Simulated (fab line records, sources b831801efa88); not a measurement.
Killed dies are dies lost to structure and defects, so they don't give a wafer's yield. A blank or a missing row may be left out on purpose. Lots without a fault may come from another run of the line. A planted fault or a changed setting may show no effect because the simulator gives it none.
Which tool did it? | flow sky130 | 11 lots, 33 wafers sampled, at 4 steps of a route of 708

WHAT THE GAUGES READ, wafer by wafer
SKY_CAP2M_RS_MEAS_03: measures by four-point-probe.
lot  | measured     | on            | CAP2M_TIN_RS (ohm/sq)
L862 | day 39 17:55 | film_metro-04 | 6.93 6.93 6.94
L863 | day 40 05:48 | film_metro-04 | 6.81 6.76 6.95
L864 | day 40 12:59 | film_metro-01 | 6.85 6.90 6.82
L868 | day 41 16:05 | film_metro-04 | 6.89 6.78 6.90
L869 | day 41 21:08 | film_metro-03 | 6.91 7.07 6.92
L875 | day 43 19:52 | film_metro-04 | 6.84 6.80 6.91
L879 | day 45 03:37 | film_metro-01 | 6.85 6.83 6.94
L881 | day 45 04:08 | film_metro-03 | 6.84 6.88 6.80
L883 | day 45 19:12 | film_metro-03 | 6.90 6.77 6.88
L884 | day 45 20:59 | film_metro-03 | 6.93 7.00 6.95
L885 | day 46 08:49 | film_metro-03 | 6.99 7.05 6.94

SKY_VIA4_THK_MEAS_01.
lot  | measured     | on            | VIA4_HDPCVD_THK (nm)
L862 | day 41 20:45 | film_metro-02 | 1720 1743 1758
L863 | day 42 06:56 | film_metro-01 | 1759 1729 1748
L864 | day 42 14:59 | film_metro-02 | 1737 1786 1734
L868 | day 43 17:31 | film_metro-04 | 1595 1580 1575
L869 | day 43 22:03 | film_metro-02 | 1594 1586 1598
L875 | day 45 17:47 | film_metro-04 | 1728 1744 1732
L879 | day 46 23:05 | film_metro-04 | 1745 1731 1730
L881 | day 47 00:01 | film_metro-02 | 1742 1755 1732
L883 | day 47 14:20 | film_metro-04 | 1759 1731 1731
L884 | day 47 15:37 | film_metro-02 | 1741 1756 1764
L885 | day 48 02:50 | film_metro-01 | 1748 1711 1726

WHICH TOOL RAN EACH LOT (tool, then ch and the chambers of the sampled wafers, then the start)
lot  | SKY_CAP2M_STRIP_14                   | SKY_VIA4_HDPCVD_00
L862 | plasma_asher-04 ch 0, day 40 19:00   | hdpcvd-01 ch 0,1, day 41 20:34
L863 | plasma_asher-02 ch 0,1, day 41 05:09 | hdpcvd-01 ch 0,1,2, day 42 06:45
L864 | plasma_asher-04 ch 0,1, day 41 12:33 | hdpcvd-01 ch 0,1,2, day 42 14:48
L868 | plasma_asher-04 ch 0,1, day 42 16:06 | hdpcvd-01 ch 0,1,2, day 43 17:20
L869 | plasma_asher-03 ch 0,1, day 42 21:25 | hdpcvd-01 ch 0,1,2, day 43 21:52
L875 | plasma_asher-03 ch 0, day 44 18:04   | hdpcvd-02 ch 0,2, day 45 17:35
L879 | plasma_asher-02 ch 0,1, day 46 00:47 | hdpcvd-01 ch 0,1,2, day 46 22:53
L881 | plasma_asher-03 ch 0,1, day 46 01:50 | hdpcvd-01 ch 0,2, day 46 23:49
L883 | plasma_asher-04 ch 0,1, day 46 16:34 | hdpcvd-01 ch 0,1,2, day 47 14:08
L884 | plasma_asher-04 ch 1, day 46 17:30   | hdpcvd-01 ch 1,2, day 47 15:25
L885 | plasma_asher-03 ch 0,1, day 47 05:16 | hdpcvd-01 ch 0,1, day 48 02:39
- SKY_CAP2M_STRIP_14: strips in O2/N2.
- SKY_VIA4_HDPCVD_00: deposits SiO2, target thk 1750 nm, time 291.7 s.

WHAT THE TOOLS THEMSELVES READ (means of the sampled wafers that have a number; where no wafer has one, the mark that the record gives instead)
SKY_CAP2M_STRIP_14.
lot  | tool            | drypump_motor_current_A (A) | n2_flow_sccm (sccm) | oes_product_au (a.u.) | strip_time_to_endpoint_s (s)
L862 | plasma_asher-04 | 4.7                         | 299.5               | 0.707                 | 12.67
L863 | plasma_asher-02 | 6.4                         | 298.6               | 0.710                 | 12.70
L864 | plasma_asher-04 | 5.2                         | 300.7               | 0.707                 | 12.67
L868 | plasma_asher-04 | 5.2                         | 299.3               | 0.709                 | 12.61
L869 | plasma_asher-03 | 5.5                         | 300.2               | 0.706                 | 12.64
L875 | plasma_asher-03 | 5.6                         | 299.6               | 0.712                 | 12.66
L879 | plasma_asher-02 | 6.3                         | 301.6               | 0.713                 | 12.65
L881 | plasma_asher-03 | 5.5                         | 300.3               | 0.708                 | 12.60
L883 | plasma_asher-04 | 4.9                         | 300.0               | 0.709                 | 12.69
L884 | plasma_asher-04 | 5.4                         | 299.5               | 0.708                 | 12.68
L885 | plasma_asher-03 | 5.6                         | 300.0               | 0.712                 | 12.63

SKY_VIA4_HDPCVD_00.
lot  | tool      | run_length_s (s)
L862 | hdpcvd-01 | 319.2
L863 | hdpcvd-01 | 319.2
L864 | hdpcvd-01 | 319.5
L868 | hdpcvd-01 | 295.7
L869 | hdpcvd-01 | 295.6
L875 | hdpcvd-02 | 319.9
L879 | hdpcvd-01 | 319.4
L881 | hdpcvd-01 | 319.4
L883 | hdpcvd-01 | 319.6
L884 | hdpcvd-01 | 319.6
L885 | hdpcvd-01 | 319.3

THE ANSWER, worked out from the rows above alone
Rule: what is usual is taken from the lots themselves. Put in order of their means at a reading, lots are off if they are a third of the lots or fewer, leave a main group of 4 or more, and stand apart from it by a gap of 3 or more times the standard deviation of the main group's means; of several such gaps the widest counts. A main group whose means are all the same, to the digits that the tables above print for the reading, isn't used. A lot without any number at a reading at which 4 lots or more have one is off too. The other lots that the step has rows for count as sound. The gauges are gone through in route order, then the tools' own readings, and for those a lot's mean is taken as printed above. The first step at which some lot is off is used, and at that step the reading that is off furthest; a lot without a number counts as furthest.
Off: L868, L869, at SKY_VIA4_THK_MEAS_01 (VIA4_HDPCVD_THK). The main group: mean 1741 nm, standard deviation 7.8.
A tool fits if, at a process step before that reading, it ran every lot that is off, and no sound lot after the first of them. The gauges at SKY_VIA4_THK_MEAS_01 aren't tried: what is off there is off at SKY_VIA4_HDPCVD_00 too, on other tools, and a gauge's error can't cause that. None of those tried fits.

WHAT THE SIMULATOR HAD PUT IN
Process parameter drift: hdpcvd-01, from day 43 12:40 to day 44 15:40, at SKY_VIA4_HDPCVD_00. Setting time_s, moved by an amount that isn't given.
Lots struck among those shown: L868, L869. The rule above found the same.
